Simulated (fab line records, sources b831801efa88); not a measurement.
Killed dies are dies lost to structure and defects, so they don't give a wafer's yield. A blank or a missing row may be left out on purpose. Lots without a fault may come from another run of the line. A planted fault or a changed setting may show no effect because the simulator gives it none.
Which tool did it? | flow sky130 | 10 lots, 30 wafers sampled, at 6 steps of a route of 708

WHAT THE GAUGES READ, wafer by wafer
SKY_CAP2M_THK_MEAS_01. Usual: CAP2M_CVD_00_THK 15.57 nm, standard deviation 0.24.
lot  | measured     | on            | CAP2M_CVD_00_THK (nm) | flag
L821 | day 41 09:31 | film_metro-02 | 15.58 15.54 15.59     |
L825 | day 42 23:23 | film_metro-04 | 15.55 15.87 15.99     |
L827 | day 43 05:46 | film_metro-04 | 15.28 15.16 15.46     |
L828 | day 43 17:40 | film_metro-02 | 15.74 15.82 15.62     |
L829 | day 44 01:24 | film_metro-01 | 15.30 15.36 15.84     |
L832 | day 44 23:02 | film_metro-04 | 15.47 15.47 15.69     |
L834 | day 45 10:17 | film_metro-01 | 15.60 15.81 15.98     |
L836 | day 45 13:32 | film_metro-02 | 15.40 15.91 15.83     |
L837 | day 46 00:02 | film_metro-04 | 15.26 15.53 15.59     |
L840 | day 46 10:54 | film_metro-04 | 15.54 15.21 15.87     |

SKY_CAP2M_RS_MEAS_03: measures by four-point-probe. Usual: CAP2M_TIN_RS 6.91 ohm/sq, standard deviation 0.077.
lot  | measured     | on            | CAP2M_TIN_RS (ohm/sq) | flag
L821 | day 41 09:41 | film_metro-04 | 6.91 6.90 6.87        |
L825 | day 42 23:35 | film_metro-02 | 6.98 6.95 6.96        |
L827 | day 43 05:56 | film_metro-04 | 6.81 6.80 6.78        |
L828 | day 43 17:51 | film_metro-02 | 6.91 6.91 6.96        |
L829 | day 44 01:34 | film_metro-02 | 6.89 6.95 6.98        |
L832 | day 44 23:13 | film_metro-01 | 6.80 6.77 6.82        |
L834 | day 45 10:28 | film_metro-02 | 6.91 6.93 6.87        |
L836 | day 45 13:43 | film_metro-04 | 7.59 7.51 7.54        | OFF
L837 | day 46 00:12 | film_metro-02 | 7.64 7.62 7.61        | OFF
L840 | day 46 11:05 | film_metro-01 | 7.06 7.06 7.11        |

SKY_CAP2M_THK_MEAS_04: measures by xrf. Usual: CAP2M_TIN_THK 201.7 nm, standard deviation 2.6.
lot  | measured     | on            | CAP2M_TIN_THK (nm) | flag
L821 | day 41 09:48 | film_metro-04 | 203.1 203.7 204.5  |
L825 | day 42 23:40 | film_metro-02 | 199.6 199.5 199.9  |
L827 | day 43 06:04 | film_metro-04 | 205.2 206.2 207.6  |
L828 | day 43 17:58 | film_metro-02 | 200.3 200.6 199.8  |
L829 | day 44 01:41 | film_metro-02 | 201.5 199.7 199.1  |
L832 | day 44 23:19 | film_metro-01 | 205.3 207.3 205.3  |
L834 | day 45 10:34 | film_metro-02 | 200.8 199.8 201.8  |
L836 | day 45 13:50 | film_metro-04 | 185.2 186.4 186.5  | OFF
L837 | day 46 00:19 | film_metro-02 | 182.2 183.2 184.3  | OFF
L840 | day 46 11:11 | film_metro-01 | 197.4 197.9 195.5  |

SKY_CAP2M_OVL_MEAS_12. Usual: CAP2M_OVL 0.3 nm, standard deviation 1.3.
lot  | measured     | on         | CAP2M_OVL (nm) | flag
L821 | day 42 10:04 | overlay-01 | 0.7 -0.4 1.6   |
L825 | day 43 23:37 | overlay-01 | 0.6 3.2 -0.1   |
L827 | day 44 05:54 | overlay-01 | 1.1 0.7 0.2    |
L828 | day 44 17:40 | overlay-01 | 0.2 -1.1 0.4   |
L829 | day 45 00:45 | overlay-01 | 1.6 2.3 -1.4   |
L832 | day 45 21:22 | overlay-02 | 0.2 -1.2 -2.9  |
L834 | day 46 08:52 | overlay-02 | 1.2 2.7 2.3    |
L836 | day 46 11:42 | overlay-01 | -1.4 -1.1 -0.6 |
L837 | day 46 21:36 | overlay-01 | -0.8 0.8 -1.1  |
L840 | day 47 08:52 | overlay-01 | -0.9 1.7 0.8   |

WHICH TOOL RAN EACH LOT (tool, then ch and the chambers of the sampled wafers, then the start)
lot  | SKY_CAP2M_CVD_00                | SKY_CAP2M_SPUTTER_02
L821 | pecvd-04 ch 0,1,2, day 41 09:29 | pvd_sputter-01, day 41 09:34
L825 | pecvd-02 ch 0,1,2, day 42 23:20 | pvd_sputter-01, day 42 23:25
L827 | pecvd-02 ch 1,2, day 43 05:45   | pvd_sputter-01, day 43 05:50
L828 | pecvd-02 ch 0,1,2, day 43 17:38 | pvd_sputter-02, day 43 17:43
L829 | pecvd-04 ch 1,2, day 44 01:22   | pvd_sputter-02, day 44 01:28
L832 | pecvd-04 ch 0,1, day 44 23:00   | pvd_sputter-02, day 44 23:05
L834 | pecvd-03 ch 0,1,2, day 45 10:14 | pvd_sputter-01, day 45 10:19
L836 | pecvd-02 ch 0,1, day 45 13:31   | pvd_sputter-01, day 45 13:36
L837 | pecvd-02 ch 1,2, day 46 00:01   | pvd_sputter-01, day 46 00:05
L840 | pecvd-04 ch 0,1,2, day 46 10:52 | pvd_sputter-03, day 46 10:57
- SKY_CAP2M_CVD_00: deposits SiO2, target thk 15.5 nm.
- SKY_CAP2M_SPUTTER_02: material TiN, target thk 200 nm, time 166.7 s.

WHAT THE TOOLS THEMSELVES READ (means of the sampled wafers that have a number; where no wafer has one, the mark that the record gives instead)
SKY_CAP2M_CVD_00. Usual: heater_power_outer_w 392 W, standard deviation 70; heater_power_w 687 W, standard deviation 100; susceptor_temp_C 400.00 C, standard deviation 0.22.
lot  | tool     | heater_power_outer_w (W) | heater_power_w (W) | susceptor_temp_C (C) | flag
L821 | pecvd-04 | 431                      | 742                | 399.86               |
L825 | pecvd-02 | 381                      | 672                | 399.78               |
L827 | pecvd-02 | 384                      | 692                | 400.18               |
L828 | pecvd-02 | 382                      | 664                | 399.95               |
L829 | pecvd-04 | 388                      | 704                | 400.14               |
L832 | pecvd-04 | 408                      | 710                | 399.98               |
L834 | pecvd-03 | 459                      | 790                | 400.17               |
L836 | pecvd-02 | 316                      | 569                | 400.02               |
L837 | pecvd-02 | 415                      | 739                | 399.95               |
L840 | pecvd-04 | 407                      | 710                | 399.87               |

SKY_CAP2M_SPUTTER_02. Usual: cathode_dc_power_W 6500.1 W, standard deviation 1.3; susceptor_temp_C 300.03 C, standard deviation 0.19; throttle_valve_pct 30.1 %, standard deviation 1.1.
lot  | tool           | cathode_dc_power_W (W) | susceptor_temp_C (C) | throttle_valve_pct (%) | flag
L821 | pvd_sputter-01 | 6501.9                 | 300.07               | 29.1                   |
L825 | pvd_sputter-01 | 6499.2                 | 300.08               | 28.5                   |
L827 | pvd_sputter-01 | 6499.7                 | 300.05               | 29.7                   |
L828 | pvd_sputter-02 | 6499.7                 | 300.10               | 30.3                   |
L829 | pvd_sputter-02 | 6499.6                 | 299.99               | 30.5                   |
L832 | pvd_sputter-02 | 6501.1                 | 300.26               | 30.4                   |
L834 | pvd_sputter-01 | 6500.9                 | 300.06               | 30.2                   |
L836 | pvd_sputter-01 | 5914.8                 | 299.89               | 28.5                   | OFF
L837 | pvd_sputter-01 | 5912.9                 | 300.07               | 30.5                   | OFF
L840 | pvd_sputter-03 | 6500.1                 | 300.12               | 30.3                   |

THE ANSWER, worked out from the rows above alone
Rule: a lot is off if the mean of its wafers that have a number lies more than 3 standard deviations from the usual mean. A lot without any number at a reading at which 4 lots or more have one is off too. The other lots that the step has rows for count as sound. The gauges are gone through in route order, then the tools' own readings, and for those a lot's mean is taken as printed above. The first step at which some lot is off is used, and at that step the reading that is off furthest; a lot without a number counts as furthest.
Off: L836, L837, at SKY_CAP2M_RS_MEAS_03 (CAP2M_TIN_RS).
A tool fits if, at a process step before that reading, it ran every lot that is off, and no sound lot after the first of them. The gauges at SKY_CAP2M_RS_MEAS_03 aren't tried: what is off there is off at SKY_CAP2M_SPUTTER_02 too, on other tools, and a gauge's error can't cause that. Can't be told from this: 2 tools fit, pecvd-02 at SKY_CAP2M_CVD_00, pvd_sputter-01 at SKY_CAP2M_SPUTTER_02.

WHAT THE SIMULATOR HAD PUT IN
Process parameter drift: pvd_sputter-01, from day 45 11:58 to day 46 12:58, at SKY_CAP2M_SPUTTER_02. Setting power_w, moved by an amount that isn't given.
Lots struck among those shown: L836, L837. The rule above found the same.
